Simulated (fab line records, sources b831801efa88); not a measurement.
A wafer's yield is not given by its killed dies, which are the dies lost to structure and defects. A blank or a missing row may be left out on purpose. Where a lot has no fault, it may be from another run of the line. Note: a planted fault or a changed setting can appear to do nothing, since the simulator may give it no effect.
8D (eight disciplines) problem report, filled in by code ; flow gf180mcu ; the parts of the form that need people (team, actions taken, sign-off) are left out

== 1. THE ISSUE ==
platen rpm at GF_V1_CMP_04 reads a mean of 53.98 rpm on 9 wafers of 3 lots; wafers without a fault read 60.00 rpm with a standard deviation of 0.039. So: -99 or more standard deviations from the usual mean.
The step: polishes SiO2.
Earliest sighting: wafer L930.3 on cmp-01 at day 19 22:25. The record has a number at this step for 42 wafers belonging to 14 lots. By rule, "out" or "out of limits" means more than 4 standard deviations away from the usual mean. The other wafers with a number count as sound.

== 2. WHAT IT IS, AND WHAT IT ISN'T ==
question;is;is not
which readings at this step;platen rpm;motor current A
which lots;L929, L930, L931;L922, L923, L924, L927, L928, L938, L939, L940, L941, L943, L944
which wafers of those lots;all that have a number;-
read on which tools;cmp-01;cmp-02
when;from day 19 22:25;"up to then (15 sound wafers); but 18 sound wafers of L938, L939, L940, L941, L943, L944 came after"

== 3. WHAT RULES OUT EACH SUSPECT ==
Counting: a tool at any process step up to the reading remains a suspect when it ran all the lots that are out and ran no sound lot after the first of those.
- cmp-01 at GF_V1_CMP_04 (polishes SiO2): ruled out as a lasting fault. Sound lots L940, L943, L944 ran on it after its first lot that is out, L930 (day 19 22:25).
Left after counting: nothing in the record.

== 4. THE CAUSE (what the simulator had put in) ==
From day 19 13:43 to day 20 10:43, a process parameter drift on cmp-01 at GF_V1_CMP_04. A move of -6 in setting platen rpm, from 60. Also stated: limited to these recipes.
Counting ruled it out, wrongly.

== 5. THE EFFECT CHAIN, in route order ==
Rows list readings where the struck wafers' mean (over those with a number) sits beyond 3 standard deviations from the usual. Readings are gone through only where the record gives a usual standard deviation; hours: the median, over the lots, of the time from a lot's start at the first step in this table giving one to that lot's start at this step; sigmas: the change measured in usual standard deviations.
hours;step;reading;usual;on struck wafers;change;sigmas
0;GF_V1_CMP_04;platen rpm;60.00 rpm;53.98;-6.02;-99 or more
Its process steps:
- GF_V1_CMP_04: polishes SiO2.

== 6. WHAT WOULD HAVE CAUGHT IT SOONER ==
In this record no reading fell out of limits until day 19 22:25, 9 hours after the fault had begun at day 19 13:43.
